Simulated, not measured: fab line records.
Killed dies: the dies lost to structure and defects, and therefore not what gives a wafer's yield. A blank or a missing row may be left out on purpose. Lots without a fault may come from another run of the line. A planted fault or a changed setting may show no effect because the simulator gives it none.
Which tool is to blame? | flow sky130 | 24 lots, 72 wafers sampled, at 6 steps of a route of 708

## WHAT THE GAUGES READ, wafer by wafer
SKY_LDD_N_OVL_MEAS_07.
lot  | measured     | on         | LDD_N_OVL (nm)
L074 | day 17 21:20 | overlay-01 | 0.5 -0.4 0.2
L075 | day 18 08:52 | overlay-01 | -1.1 -0.2 -0.6
L076 | day 18 20:08 | overlay-01 | -1.2 0.2 -1.8
L077 | day 19 04:12 | overlay-01 | 0.0 -0.4 -0.3
L078 | day 19 06:52 | overlay-01 | -0.9 -1.9 0.2
L079 | day 19 09:47 | overlay-02 | 0.5 -1.1 0.8
L080 | day 20 03:13 | overlay-02 | -3.9 -3.0 -4.0
L081 | day 20 13:50 | overlay-02 | -4.5 -2.4 -1.2
L082 | day 20 14:44 | overlay-02 | -0.7 2.4 -0.6
L083 | day 20 19:05 | overlay-01 | -1.5 -0.3 0.4
L084 | day 21 10:08 | overlay-01 | -1.3 -2.3 -2.2
L085 | day 21 16:19 | overlay-02 | 0.4 0.6 0.4
L086 | day 22 06:07 | overlay-01 | -0.2 0.0 -0.6
L087 | day 22 14:31 | overlay-01 | -1.5 -1.4 -1.1
L088 | day 22 20:19 | overlay-02 | 0.5 0.4 0.8
L089 | day 23 02:26 | overlay-02 | -2.4 -1.4 -1.8
L090 | day 23 11:46 | overlay-02 | -0.2 -0.3 0.5
L091 | day 23 20:24 | overlay-02 | -0.4 -1.6 -2.1
L092 | day 24 15:17 | overlay-02 | 0.1 0.2 -1.7
L093 | day 25 01:07 | overlay-01 | -0.6 -2.6 -1.0
L094 | day 25 02:13 | overlay-02 | -0.1 0.3 -0.5
L095 | day 25 09:10 | overlay-02 | -0.5 -2.4 -0.3
L096 | day 25 17:18 | overlay-02 | -0.7 0.7 0.4
L097 | day 26 00:45 | overlay-01 | -1.0 -1.6 -1.9

SKY_LI_CONTACT_BOW_MEAS_03.
lot  | measured     | on            | LI_CONTACT_BOW (um)
L074 | day 28 05:35 | film_metro-03 | 70 53 61
L075 | day 28 13:27 | film_metro-02 | 58 43 60
L076 | day 29 01:02 | film_metro-03 | 54 50 63
L077 | day 29 09:31 | film_metro-03 | 58 45 43
L078 | day 29 09:49 | film_metro-04 | 53 60 60
L079 | day 29 12:31 | film_metro-02 | 53 58 57
L080 | day 30 06:26 | film_metro-04 | 56 47 65
L081 | day 30 13:37 | film_metro-04 | 52 49 48
L082 | day 30 15:14 | film_metro-02 | 49 55 61
L083 | day 30 19:21 | film_metro-04 | 52 63 59
L084 | day 31 08:49 | film_metro-03 | 46 54 49
L085 | day 31 14:31 | film_metro-03 | 51 62 58
L086 | day 32 01:51 | film_metro-04 | 49 45 63
L087 | day 32 10:37 | film_metro-03 | 53 51 59
L088 | day 32 15:56 | film_metro-03 | 60 50 60
L089 | day 32 20:59 | film_metro-04 | 55 51 57
L090 | day 33 05:33 | film_metro-02 | 63 61 61
L091 | day 33 11:54 | film_metro-04 | 55 59 62
L092 | day 34 07:05 | film_metro-04 | 39 57 58
L093 | day 34 14:27 | film_metro-02 | 55 46 59
L094 | day 34 15:13 | film_metro-02 | 52 53 45
L095 | day 34 20:39 | film_metro-04 | 61 59 70
L096 | day 35 03:49 | film_metro-02 | 32 46 47
L097 | day 35 11:48 | film_metro-04 | 55 44 56

SKY_VIA2_BOW_MEAS_03.
lot  | measured     | on            | VIA2_BOW (um)
L074 | day 35 12:07 | film_metro-03 | 102 85 90
L075 | day 35 18:32 | film_metro-01 | 86 69 85
L076 | day 36 05:58 | film_metro-01 | 85 78 93
L077 | day 36 12:01 | film_metro-01 | 87 76 72
L078 | day 36 13:37 | film_metro-03 | 84 90 90
L079 | day 36 17:01 | film_metro-02 | 81 84 83
L080 | day 37 09:13 | film_metro-02 | 81 72 89
L081 | day 37 14:53 | film_metro-01 | 80 80 77
L082 | day 37 15:18 | film_metro-01 | 76 81 87
L083 | day 37 21:51 | film_metro-01 | 81 93 87
L084 | day 38 09:12 | film_metro-01 | 76 83 78
L085 | day 38 12:52 | film_metro-02 | 79 91 87
L086 | day 39 01:05 | film_metro-02 | 69 66 82
L087 | day 39 07:10 | film_metro-01 | 87 85 94
L088 | day 39 13:17 | film_metro-03 | 88 77 88
L089 | day 39 16:54 | film_metro-03 | 83 79 86
L090 | day 40 02:47 | film_metro-03 | 91 88 89
L091 | day 40 08:01 | film_metro-03 | 80 84 88
L092 | day 41 01:43 | film_metro-02 | 70 88 89
L093 | day 41 07:24 | film_metro-01 | 87 78 91
L094 | day 41 07:45 | film_metro-02 | 86 89 80
L095 | day 41 12:58 | film_metro-01 | 90 88 97
L096 | day 41 18:20 | film_metro-02 | 62 74 79
L097 | day 42 03:59 | film_metro-01 | 79 67 81

SKY_METAL5_THK_MEAS_06: measures by xrf.
lot  | measured     | on            | METAL5_ALCU_THK (nm)
L074 | day 43 05:01 | film_metro-04 | 1161 1164 1152
L075 | day 43 07:36 | film_metro-01 | 1147 1157 1138
L076 | day 43 18:36 | film_metro-01 | 1154 1151 1154
L077 | day 44 01:32 | film_metro-03 | 1143 1169 1171
L078 | day 44 01:38 | film_metro-01 | 1144 1133 1136
L079 | day 44 04:36 | film_metro-03 | 1173 1177 1161
L080 | day 44 17:18 | film_metro-03 | 1175 1179 1171
L081 | day 44 23:12 | film_metro-04 | 1162 1150 1135
L082 | day 44 23:44 | film_metro-03 | 1130 1122 1146
L083 | day 45 05:32 | film_metro-01 | 1166 1158 1151
L084 | day 45 15:55 | film_metro-01 | 1114 1109 1119
L085 | day 45 17:29 | film_metro-03 | 1136 1130 1146
L086 | day 46 04:25 | film_metro-01 | 1158 1154 1160
L087 | day 46 11:23 | film_metro-03 | 1135 1138 1126
L088 | day 46 13:55 | film_metro-01 | 1159 1140 1144
L089 | day 46 16:45 | film_metro-04 | 1140 1123 1136
L090 | day 47 01:40 | film_metro-04 | 1137 1141 1114
L091 | day 47 06:16 | film_metro-01 | 1143 1159 1173
L092 | day 47 21:19 | film_metro-04 | 1132 1131 1138
L093 | day 48 03:05 | film_metro-04 | 1130 1120 1123
L094 | day 48 03:32 | film_metro-03 | 1140 1138 1143
L095 | day 48 07:23 | film_metro-04 | 1134 1131 1126
L096 | day 48 11:36 | film_metro-03 | 1166 1154 1161
L097 | day 48 18:22 | film_metro-01 | 1141 1140 1140

## WHICH TOOL RAN EACH LOT (tool, then ch and the chambers of the sampled wafers, then the start)
lot  | SKY_LI_CONTACT_CMP_24         | SKY_VIA4_CMP_02
L074 | cmp-01 ch 0,1, day 29 10:49   | cmp-02 ch 0,1,3, day 42 04:08
L075 | cmp-01 ch 0,1,2, day 29 18:53 | cmp-01 ch 0,1,2, day 42 06:19
L076 | cmp-01 ch 1,2,3, day 30 06:57 | cmp-01 ch 0,1,2, day 42 17:38
L077 | cmp-02 ch 2,3, day 30 14:35   | cmp-01 ch 0,1, day 43 00:40
L078 | cmp-02 ch 0,1,2, day 30 15:17 | cmp-01 ch 1,3, day 43 01:01
L079 | cmp-01 ch 0,1,2, day 30 18:35 | cmp-02 ch 1,2,3, day 43 03:53
L080 | cmp-02 ch 0,1, day 31 11:20   | cmp-02 ch 0,2, day 43 16:52
L081 | cmp-02 ch 0,1, day 31 17:32   | cmp-02 ch 0,2, day 43 23:30
L082 | cmp-01 ch 0,1,3, day 31 19:46 | cmp-01 ch 0,1,2, day 43 23:49
L083 | cmp-02 ch 0,3, day 32 00:19   | cmp-01 ch 0,2, day 44 05:46
L084 | cmp-01 ch 0,2,3, day 32 13:08 | cmp-02 ch 0,2, day 44 15:53
L085 | cmp-01 ch 0,2,3, day 32 17:52 | cmp-01 ch 1,2,3, day 44 17:55
L086 | cmp-02 ch 0,2,3, day 33 06:50 | cmp-01 ch 0,2,3, day 45 05:00
L087 | cmp-01 ch 0,1,2, day 33 14:05 | cmp-02 ch 0,3, day 45 12:15
L088 | cmp-02 ch 0,1,2, day 33 20:17 | cmp-02 ch 0,1,3, day 45 14:41
L089 | cmp-02 ch 0,2,3, day 33 23:53 | cmp-02 ch 1,2, day 45 17:33
L090 | cmp-01 ch 0,1,2, day 34 09:08 | cmp-02 ch 0,2,3, day 46 03:22
L091 | cmp-01 ch 1,2, day 34 15:37   | cmp-02 ch 0,2,3, day 46 07:10
L092 | cmp-01 ch 0,2, day 35 10:38   | cmp-02 ch 0,3, day 46 23:00
L093 | cmp-02 ch 2,3, day 35 17:56   | cmp-02 ch 0,1, day 47 05:38
L094 | cmp-01 ch 0,2,3, day 35 18:32 | cmp-01 ch 0,1,2, day 47 06:42
L095 | cmp-01 ch 1,3, day 35 23:59   | cmp-02 ch 1,3, day 47 10:52
L096 | cmp-02 ch 0,1, day 36 06:55   | cmp-02 ch 1,2,3, day 47 15:14
L097 | cmp-02 ch 0,1,3, day 36 14:55 | cmp-02 ch 2,3, day 47 21:23
- SKY_LI_CONTACT_CMP_24: polishes, stops on PSG, t overpolish 20 s, target thk 0 nm.
- SKY_VIA4_CMP_02: polishes SiO2.

## WHAT THE TOOLS THEMSELVES READ (means of the sampled wafers that have a number; where no wafer has one, the mark that the record gives instead)
SKY_LI_CONTACT_CMP_24.
lot  | tool   | motor_current_A (A) | overpolish_run_s (s) | time_to_endpoint_s (s)
L074 | cmp-01 | 12.2                | 20.005               | 97
L075 | cmp-01 | 11.5                | 20.005               | 96
L076 | cmp-01 | 10.8                | 20.002               | 94
L077 | cmp-02 | 10.3                | 19.992               | 103
L078 | cmp-02 | 10.8                | 19.999               | 95
L079 | cmp-01 | 11.6                | 19.992               | 93
L080 | cmp-02 | 10.0                | 20.006               | 102
L081 | cmp-02 | 9.9                 | 19.990               | 106
L082 | cmp-01 | 12.0                | 20.008               | 93
L083 | cmp-02 | 10.3                | 19.990               | 97
L084 | cmp-01 | 12.3                | 19.996               | 103
L085 | cmp-01 | 11.6                | 19.998               | 95
L086 | cmp-02 | 10.2                | 20.000               | 100
L087 | cmp-01 | 11.5                | 19.999               | 94
L088 | cmp-02 | 10.0                | 19.995               | 97
L089 | cmp-02 | 10.5                | 19.995               | 97
L090 | cmp-01 | 11.7                | 19.996               | 99
L091 | cmp-01 | 10.7                | 20.007               | 93
L092 | cmp-01 | 11.9                | 20.001               | 92
L093 | cmp-02 | 9.8                 | 20.003               | 90
L094 | cmp-01 | 11.6                | 20.005               | 91
L095 | cmp-01 | 11.0                | 19.999               | 89
L096 | cmp-02 | 10.1                | 20.002               | 97
L097 | cmp-02 | 10.1                | 19.994               | 103

SKY_VIA4_CMP_02.
lot  | tool   | motor_current_A (A)
L074 | cmp-02 | 11.0
L075 | cmp-01 | 12.6
L076 | cmp-01 | 12.7
L077 | cmp-01 | 12.5
L078 | cmp-01 | 11.9
L079 | cmp-02 | 11.0
L080 | cmp-02 | 11.0
L081 | cmp-02 | 11.4
L082 | cmp-01 | 12.5
L083 | cmp-01 | 13.4
L084 | cmp-02 | 11.1
L085 | cmp-01 | 12.2
L086 | cmp-01 | 13.2
L087 | cmp-02 | 11.2
L088 | cmp-02 | 10.9
L089 | cmp-02 | 11.1
L090 | cmp-02 | 11.1
L091 | cmp-02 | 10.8
L092 | cmp-02 | 10.7
L093 | cmp-02 | 10.7
L094 | cmp-01 | 12.2
L095 | cmp-02 | 10.8
L096 | cmp-02 | 11.0
L097 | cmp-02 | 11.0

## THE ANSWER, worked out from the rows above alone
Rule: what is usual is taken from the lots themselves. The widest of any qualifying gaps counts: lots, ordered by their means at a reading, are off when they make up no more than a third of the lots, leave a main group of 4 or more, and stand apart from it by 3 or more times the standard deviation of that group's means. If all means in a main group match to the digits the tables above print for the reading, that group is not used. Also off: a lot with no number at a reading for which 4 or more lots have one. The other lots that the step has rows for count as sound. Order of review: gauges by route order, followed by the tools' own readings, for which a lot's mean as printed above is used. At the first step where some lot is off, the reading lying furthest off is the one used; lots without a number count as furthest.
No lot is off at any reading shown: from this, nothing can be told.

## WHAT THE SIMULATOR PUT IN
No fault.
